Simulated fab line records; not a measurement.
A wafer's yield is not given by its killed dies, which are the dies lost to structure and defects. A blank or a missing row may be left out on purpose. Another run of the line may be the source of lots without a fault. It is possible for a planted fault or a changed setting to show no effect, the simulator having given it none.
8D (eight disciplines) problem report, filled in by code :: flow sky130 :: the parts of the form that need people (team, actions taken, sign-off) are left out

1. THE ISSUE
Wafers without a fault read 16, standard deviation 4.9; killed-at-front-end at SKY_PAD_OPEN_PROBE_99 reads a mean of 64 on 2 wafers belonging to 2 lots. Measured from the usual mean, that is +9.9 standard deviations.
First observed at day 50 09:53: wafer L564.3, on prober-02. The record holds 42 wafers of 14 lots with a number at this step. The rule behind "out" and "out of limits": a value lying over 4 standard deviations away from the usual mean. The rest of the wafers with a number are treated as sound.

2. WHAT IT IS AND WHAT IT IS NOT
question: which readings at this step
is: killed-at-front-end
is not: killed_at_M0_to_M3, killed_at_M4_up, killed-at-contacts, killed-at-other, killed-short

question: which lots
is: L562, L564
is not: L549, L550, L551, L552, L553, L554, L558, L561, L563, L565, L568, L571

question: which wafers of those lots
is: L562.2, L564.3
is not: L562.3, L562.4, L564.2, L564.6

question: read on which tools
is: prober-02
is not: prober-01

question: when
is: from day 50 09:53
is not: up to then (25 sound wafers); but 15 sound wafers of L562, L563, L564, L565, L568, L571 came after

3. WHAT RULES OUT EACH SUSPECT
Counting: a tool at a process step up to the reading stays a suspect if it ran every lot that is out. Sound lots after the first of them don't rule it out here, since some wafers of a struck lot are sound.
- rie-si-01 at SKY_FIELD_ISO_ETCH_17 (etches Si in HBr/Cl2/O2, target depth 342 nm, time 97.7 s): kept. Ran every lot that is out, first one L562 (day 5 05:52); last sound lot up to then L558 (day 4 10:02).
- prober-02 at SKY_PAD_OPEN_PROBE_99: kept. Ran every lot that is out, first one L564 (day 50 09:50); last sound lot up to then L558 (day 48 03:43). Out on those wafers are its own readings of killed-at-front-end.
- In rie-si-01 at SKY_FIELD_ISO_ETCH_17, the wafers that are out were processed in chamber 0 and their sound lot-mates in chambers 1, 2, 3.
Left after counting: rie-si-01 at SKY_FIELD_ISO_ETCH_17, prober-02 at SKY_PAD_OPEN_PROBE_99.

4. THE CAUSE (what the simulator had put in)
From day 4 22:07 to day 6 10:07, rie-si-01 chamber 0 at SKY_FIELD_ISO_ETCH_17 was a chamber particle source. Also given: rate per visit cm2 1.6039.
2 suspects survive the count, and this tool is in that group.

5. SEQUENCE OF EFFECTS, ordered by route
Rows list readings where the struck wafers' mean (over those with a number) sits beyond 3 standard deviations from the usual. Only readings for which the record gives a usual standard deviation are gone through. hours: the time from each lot's start at the first step in this table that gives one to its start at this step, as a median over the lots. sigmas: the change in usual standard deviations.
hours: 0
step: SKY_PAD_OPEN_PROBE_99
reading: killed-at-front-end
usual: 16
on struck wafers: 64
change: +48
sigmas: +9.9

hours: 0
step: SKY_PAD_OPEN_PROBE_99
reading: killed-dies
usual: 87
on struck wafers: 124
change: +38
sigmas: +3.9
Process steps it contains:
- SKY_PAD_OPEN_PROBE_99

6. WHAT WOULD HAVE CAUGHT IT SOONER
The fault began at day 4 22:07; the first out-of-limits reading in this record came at day 50 09:53, 1092 hours later.
An alarm limit of 4 standard deviations would not have fired on the tool readings at SKY_FIELD_ISO_ETCH_17 for which the record gives a usual standard deviation, since none of them was out on any struck wafer.
Lots out: 2; all had begun SKY_FIELD_ISO_ETCH_17 on rie-si-01 by day 50 09:53. Holding the tool at that point would not have protected any of them.
